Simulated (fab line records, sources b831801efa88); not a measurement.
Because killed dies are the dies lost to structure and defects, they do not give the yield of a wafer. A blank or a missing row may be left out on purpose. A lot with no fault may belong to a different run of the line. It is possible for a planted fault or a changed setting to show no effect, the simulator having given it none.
8D (eight disciplines) problem report, filled in by code + flow sky130 + the parts of the form that need people (team, actions taken, sign-off) are left out

## 1. THE PROBLEM
At SKY_PAD_OPEN_PROBE_99, killed-at-front-end averages 58 over 6 wafers from 2 lots, while fault-free wafers read 16, standard deviation 4.9. That is +8.6 standard deviations from the usual mean.
First observed at day 49 19:19: wafer L346.1, on prober-01. At this step, 36 wafers from 12 lots have a number in the record. By rule, "out" or "out of limits" means more than 4 standard deviations away from the usual mean. The other wafers with a number count as sound.

## 2. WHAT IT IS, WHAT IT ISN'T
| question                    | is                     | is not                                                                             |
|-----------------------------|------------------------|------------------------------------------------------------------------------------|
| which readings at this step | killed-at-front-end    | killed_at_M0_to_M3, killed_at_M4_up, killed-at-contacts, killed-open, killed-short |
| which lots                  | L346, L347             | L331, L333, L334, L335, L336, L338, L339, L340, L342, L348                         |
| which wafers of those lots  | all that have a number | -                                                                                  |
| read on which tools         | prober-01, prober-02   | -                                                                                  |
| when                        | from day 49 19:19      | up to then (27 sound wafers); but 3 sound wafers of L348 came after                |

## 3. THE SUSPECTS, EACH WITH WHAT RULES IT OUT
Counting: any tool at a process step up to the reading is kept as a suspect provided that every lot that is out went through it and no sound lot did after the first of them.
- plasma-asher-03 at SKY_LDD_HVN_STRIP_09 (strips in O2/N2): kept. Every lot that is out went through it, starting with L346 (day 26 12:55), and after that it ran no sound lot; the last sound lot it ran before then is L342 (day 25 00:23).
Left after counting: plasma-asher-03 at SKY_LDD_HVN_STRIP_09.

## 4. THE CAUSE (what the simulator had put in)
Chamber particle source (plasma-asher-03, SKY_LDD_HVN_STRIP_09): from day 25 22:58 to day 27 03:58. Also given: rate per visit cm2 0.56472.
This tool alone remained once counting was done.

## 5. THE CHAIN OF EFFECTS, in route order
Each row: a reading whose mean over the struck wafers that have a number lies more than 3 standard deviations from the usual. Scope: only readings with a usual standard deviation given in the record; hours: median across lots of the time from each lot's start at the first step in this table that gives one to its start at this step; sigmas: change in usual standard deviations.
| hours | step                  | reading             | usual | on struck wafers | change | sigmas |
|-------|-----------------------|---------------------|-------|------------------|--------|--------|
| 0     | SKY_PAD_OPEN_PROBE_99 | killed-at-front-end | 16    | 58               | +42    | +8.6   |
| 0     | SKY_PAD_OPEN_PROBE_99 | killed-dies         | 88    | 128              | +40    | +3.7   |
Here are the process steps it includes:
- SKY_PAD_OPEN_PROBE_99

## 6. WHAT WOULD HAVE CAUGHT IT SOONER
First out-of-limits reading in this record: day 49 19:19, which is 572 hours after fault onset at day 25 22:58.
No tool reading at SKY_LDD_HVN_STRIP_09 that has a usual standard deviation in the record was out on any struck wafer, so an alarm limit of 4 standard deviations on those readings would not have fired.
The start of SKY_LDD_HVN_STRIP_09 on plasma-asher-03 came by day 49 19:19 for every one of the lots that are out (2). A hold on the tool at that time would have spared none of them.
